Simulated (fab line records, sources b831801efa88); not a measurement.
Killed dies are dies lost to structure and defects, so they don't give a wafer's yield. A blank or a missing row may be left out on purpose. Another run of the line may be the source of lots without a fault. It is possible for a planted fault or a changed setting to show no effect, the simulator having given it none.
Which of the tools did it? ; flow gf180mcu ; 36 wafers from 12 lots sampled at 4 of the route's 602 steps

== WHAT EACH GAUGE READ, for each wafer ==
GF_STI_THK_MEAS_04. Usual: STI_CVD_03_THK typically reads 206.8 nm, with standard deviation 2.1.
lot;measured;on;STI_CVD_03_THK (nm);flag
L945;day 1 13:34;film_metro-02;205.7 205.4 205.1;
L947;day 2 00:26;film_metro-04;203.3 205.4 204.5;
L948;day 2 04:35;film_metro-03;207.6 204.7 205.2;
L949;day 2 09:34;film_metro-02;206.5 208.5 209.1;
L951;day 2 19:53;film_metro-03;204.4 204.6 205.9;
L952;day 3 00:34;film_metro-03;208.1 209.2 208.7;
L955;day 3 15:34;film_metro-03;210.7 216.2 218.4 210.6 216.3 218.2;OFF
L956;day 3 20:34;film_metro-03;216.8 213.8 209.3 216.6 213.8 209.2;OFF
L959;day 4 15:16;film_metro-04;206.5 206.9 205.7;
L965;day 5 17:34;film_metro-03;204.4 204.7 204.1;
L966;day 5 22:34;film_metro-03;209.7 209.2 207.9;
L968;day 6 08:38;film_metro-04;209.2 208.4 209.9;

GF_POLY_GATE_OVL_MEAS_11. Usual: POLY_GATE_OVL typically reads 0 nm, with standard deviation 4.8.
lot;measured;on;POLY_GATE_OVL (nm);flag
L945;day 9 03:47;overlay-02;2 1 0;
L947;day 9 13:55;overlay-02;6 0 10;
L948;day 9 21:29;overlay-01;-6 -9 -1;
L949;day 10 06:07;overlay-02;-3 -1 -2;
L951;day 10 22:48;overlay-01;1 0 1;
L952;day 11 09:02;overlay-01;-3 4 -1;
L955;day 12 07:16;overlay-01;3 5 4;
L956;day 12 20:37;overlay-01;2 -2 -6;
L959;day 13 14:11;overlay-01;-3 -4 -4;
L965;day 15 02:56;overlay-01;3 9 3;
L966;day 15 07:58;overlay-01;2 4 5;
L968;day 16 01:10;overlay-01;-3 0 4;

== EACH LOT AND THE TOOL THAT RAN IT (in order: tool; ch and the chambers of the sampled wafers; start) ==
lot;GF_STI_CVD_03;GF_VT_IMPLANT_STRIP_42
L945;lpcvd-01 ch 1, day 1 11:34;plasma_asher-03 ch 0,1, day 7 13:08
L947;lpcvd-02 ch 1, day 1 22:27;plasma_asher-03 ch 0, day 8 00:26
L948;lpcvd-01 ch 0, day 2 02:34;plasma_asher-03 ch 0,1, day 8 07:13
L949;lpcvd-02 ch 0, day 2 07:34;plasma_asher-03 ch 0,1, day 8 14:35
L951;lpcvd-02 ch 1, day 2 17:52;plasma_asher-04 ch 0,1, day 9 03:14
L952;lpcvd-02 ch 1, day 2 22:34;plasma_asher-02 ch 0,1, day 9 16:11
L955;lpcvd-02 ch 1, day 3 13:34;plasma_asher-02 ch 0,1, day 10 11:50
L956;lpcvd-02 ch 1, day 3 18:34;plasma_asher-04 ch 0, day 10 23:23
L959;lpcvd-01 ch 0, day 4 13:17;plasma_asher-02 ch 0,1, day 11 17:05
L965;lpcvd-01 ch 0, day 5 15:34;plasma_asher-02 ch 0,1, day 13 03:38
L966;lpcvd-01 ch 0, day 5 20:34;plasma_asher-04 ch 0,1, day 13 07:29
L968;lpcvd-01 ch 0, day 6 06:37;plasma_asher-04 ch 0,1, day 13 23:37
- GF_STI_CVD_03: deposits Si3N4 from DCS/NH3, target thk 207.16 nm, time 3551 s.
- GF_VT_IMPLANT_STRIP_42: strips in O2/N2.

== AS READ BY THE TOOLS THEMSELVES (means over the sampled wafers that have a number; for cases with no such wafer, the mark the record gives instead) ==
GF_STI_CVD_03. Usual: pressure_mtorr 250.0 mTorr, standard deviation 0.53; spike_tc_centre_C 770.1 C, standard deviation 0.98; spike_tc_top_C 785.2 C, standard deviation 1.3; zone_power_centre_pct 12.2 %, standard deviation 0.88.
lot;tool;pressure_mtorr (mTorr);spike_tc_centre_C (C);spike_tc_top_C (C);zone_power_centre_pct (%);flag
L945;lpcvd-01;249.6;771.7;787.8;13.3;
L947;lpcvd-02;250.3;769.8;785.9;13.2;
L948;lpcvd-01;249.8;770.5;784.5;11.9;
L949;lpcvd-02;249.5;771.1;783.7;11.0;
L951;lpcvd-02;250.2;770.3;785.3;13.0;
L952;lpcvd-02;250.6;770.2;786.6;13.2;
L955;lpcvd-02;249.6;781.3;786.2;16.2;OFF
L956;lpcvd-02;250.0;782.1;786.5;16.1;OFF
L959;lpcvd-01;249.0;770.3;785.0;11.9;
L965;lpcvd-01;250.8;770.1;784.6;11.8;
L966;lpcvd-01;250.3;770.2;785.8;11.8;
L968;lpcvd-01;250.4;770.7;784.8;11.9;

GF_VT_IMPLANT_STRIP_42. Usual: drypump_motor_current_A 6.0 A, standard deviation 0.4; heater_power_w 351 W, standard deviation 36; o2_flow_sccm 3000 sccm, standard deviation 8.7; oes_product_au 0.717 a.u., standard deviation 0.0049; strip_time_to_endpoint_s 12.728 s, standard deviation 0.028.
lot;tool;drypump_motor_current_A (A);heater_power_w (W);o2_flow_sccm (sccm);oes_product_au (a.u.);strip_time_to_endpoint_s (s);flag
L945;plasma_asher-03;5.8;340;2997;0.713;12.695;
L947;plasma_asher-03;5.1;356;2997;0.723;12.738;
L948;plasma_asher-03;5.8;338;2991;0.716;12.736;
L949;plasma_asher-03;5.5;349;3000;0.719;12.740;
L951;plasma_asher-04;6.1;321;2998;0.716;12.764;
L952;plasma_asher-02;6.4;406;2989;0.721;12.769;
L955;plasma_asher-02;6.4;411;3011;0.715;12.758;
L956;plasma_asher-04;6.1;315;3012;0.721;12.753;
L959;plasma_asher-02;6.2;394;2988;0.715;12.696;
L965;plasma_asher-02;6.4;403;3007;0.714;12.721;
L966;plasma_asher-04;6.2;317;2993;0.718;12.704;
L968;plasma_asher-04;6.2;322;2995;0.714;12.746;

== THE ANSWER, worked out from the rows above alone ==
Rule: take the mean of a lot's wafers that have a number; if it is more than 3 standard deviations from the usual mean, the lot is off. A lot without any number at a reading at which 4 lots or more have one is off too. Any other lot the step has rows for is counted as sound. After the gauges, taken in route order, come the tools' own readings; for these a lot's mean is taken, as printed above. At the first step where some lot is off, the reading lying furthest off is the one used; lots without a number count as furthest.
Off: at GF_STI_THK_MEAS_04 (STI_CVD_03_THK), L955, L956.
If a tool, at a process step before that reading, ran all the lots that are off and no sound lot after the first of them, it fits. The gauges at GF_STI_THK_MEAS_04 aren't tried: what is off there is off at GF_STI_CVD_03 too, on other tools, and a gauge's error can't cause that. One fits: GF_STI_CVD_03 on lpcvd-02. A fault onset in the window from L952 (day 2 22:34, its last sound lot) to L955 (day 3 13:34, its first lot off) fits.
The tool's own readings at GF_STI_CVD_03 bear it out: on the lots that are off they differ by more than 5 times the standard deviation of the sound lots' means. spike_tc_centre_C reads 781.7 C there against 770.5 C on the sound lots; zone_power_centre_pct reads 16.1 % there against 12.3 % on the sound lots.

== WHAT THE SIMULATOR HAD INSERTED ==
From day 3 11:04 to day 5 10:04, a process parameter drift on lpcvd-02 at GF_STI_CVD_03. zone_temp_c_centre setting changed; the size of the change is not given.
Struck lots among those shown: L955, L956. The same result came from the rule above.
